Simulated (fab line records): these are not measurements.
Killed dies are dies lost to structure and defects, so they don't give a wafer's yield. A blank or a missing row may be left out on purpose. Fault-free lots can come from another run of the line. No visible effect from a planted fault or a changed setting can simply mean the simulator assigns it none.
Which tool is to blame? || flow sky130 || Sampling: 7 lots, 21 wafers, 2 of 708 route steps

WHAT THE GAUGES SHOWED, per wafer
SKY_LI_CONTACT_RS_MEAS_22: measures by four-point-probe.
{"lot": "L352", "measured": "day 30 07:53", "on": "film metro-01", "LI_CONTACT_W_RS (ohm/sq)": "0.2857 0.2872 0.2850"}
{"lot": "L355", "measured": "day 31 03:22", "on": "film metro-03", "LI_CONTACT_W_RS (ohm/sq)": "0.2857 0.2877 0.2892"}
{"lot": "L356", "measured": "day 31 23:18", "on": "film metro-03", "LI_CONTACT_W_RS (ohm/sq)": "0.2870 0.2856 0.2861"}
{"lot": "L359", "measured": "day 32 01:53", "on": "film metro-03", "LI_CONTACT_W_RS (ohm/sq)": "0.2858 0.2847 0.2843"}
{"lot": "L362", "measured": "day 33 16:32", "on": "film metro-02", "LI_CONTACT_W_RS (ohm/sq)": "0.2856 0.2871 0.2877"}
{"lot": "L370", "measured": "day 35 14:18", "on": "film metro-01", "LI_CONTACT_W_RS (ohm/sq)": "0.2835 0.5039 0.2866"}
{"lot": "L373", "measured": "day 36 03:11", "on": "film metro-01", "LI_CONTACT_W_RS (ohm/sq)": "0.2853 0.2895 0.2916"}

WHICH TOOL RAN EACH LOT (tool, then ch and the chambers of the sampled wafers, then the start)
{"lot": "L352", "SKY_LI_CONTACT_CVD_21": "cvd w-02 ch 0,1, day 30 07:45"}
{"lot": "L355", "SKY_LI_CONTACT_CVD_21": "cvd w-01 ch 1, day 31 03:11"}
{"lot": "L356", "SKY_LI_CONTACT_CVD_21": "cvd w-02 ch 0,1, day 31 23:11"}
{"lot": "L359", "SKY_LI_CONTACT_CVD_21": "cvd w-01 ch 0,1, day 32 01:46"}
{"lot": "L362", "SKY_LI_CONTACT_CVD_21": "cvd w-02 ch 0, day 33 16:25"}
{"lot": "L370", "SKY_LI_CONTACT_CVD_21": "cvd w-02 ch 0,1, day 35 14:09"}
{"lot": "L373", "SKY_LI_CONTACT_CVD_21": "cvd w-01 ch 0,1, day 36 03:04"}
- SKY_LI_CONTACT_CVD_21: deposits W, target thk 400 nm, time 120.56 s.

THE ANSWER, worked out from the rows above alone
Rule: the usual values come from the lots themselves. The widest of any qualifying gaps counts: lots, ordered by their means at a reading, are off when they make up no more than a third of the lots, leave a main group of 4 or more, and stand apart from it by 3 or more times the standard deviation of that group's means. Not used: any main group whose means are identical at the precision the tables above print for the reading. A lot without any number at a reading at which 4 lots or more have one is off too. All remaining lots with rows at the step are treated as sound.
Off: L370, at SKY_LI_CONTACT_RS_MEAS_22 (LI_CONTACT_W_RS). Mean 0.2867 ohm/sq and standard deviation 0.0012 in the main group.
If a tool, at a process step before that reading, ran all the lots that are off and no sound lot after the first of them, it fits. The gauges at SKY_LI_CONTACT_RS_MEAS_22 are tried like those tools. One fits: cvd w-02 at SKY_LI_CONTACT_CVD_21. A fault onset in the window from L362 (day 33 16:25, its last sound lot) to L370 (day 35 14:09, its first lot off) fits.

WHAT HAD BEEN PUT IN BY THE SIMULATOR
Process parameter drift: cvd w-02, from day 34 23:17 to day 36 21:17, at SKY_LI_CONTACT_CVD_21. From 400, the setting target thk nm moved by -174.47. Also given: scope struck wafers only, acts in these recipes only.
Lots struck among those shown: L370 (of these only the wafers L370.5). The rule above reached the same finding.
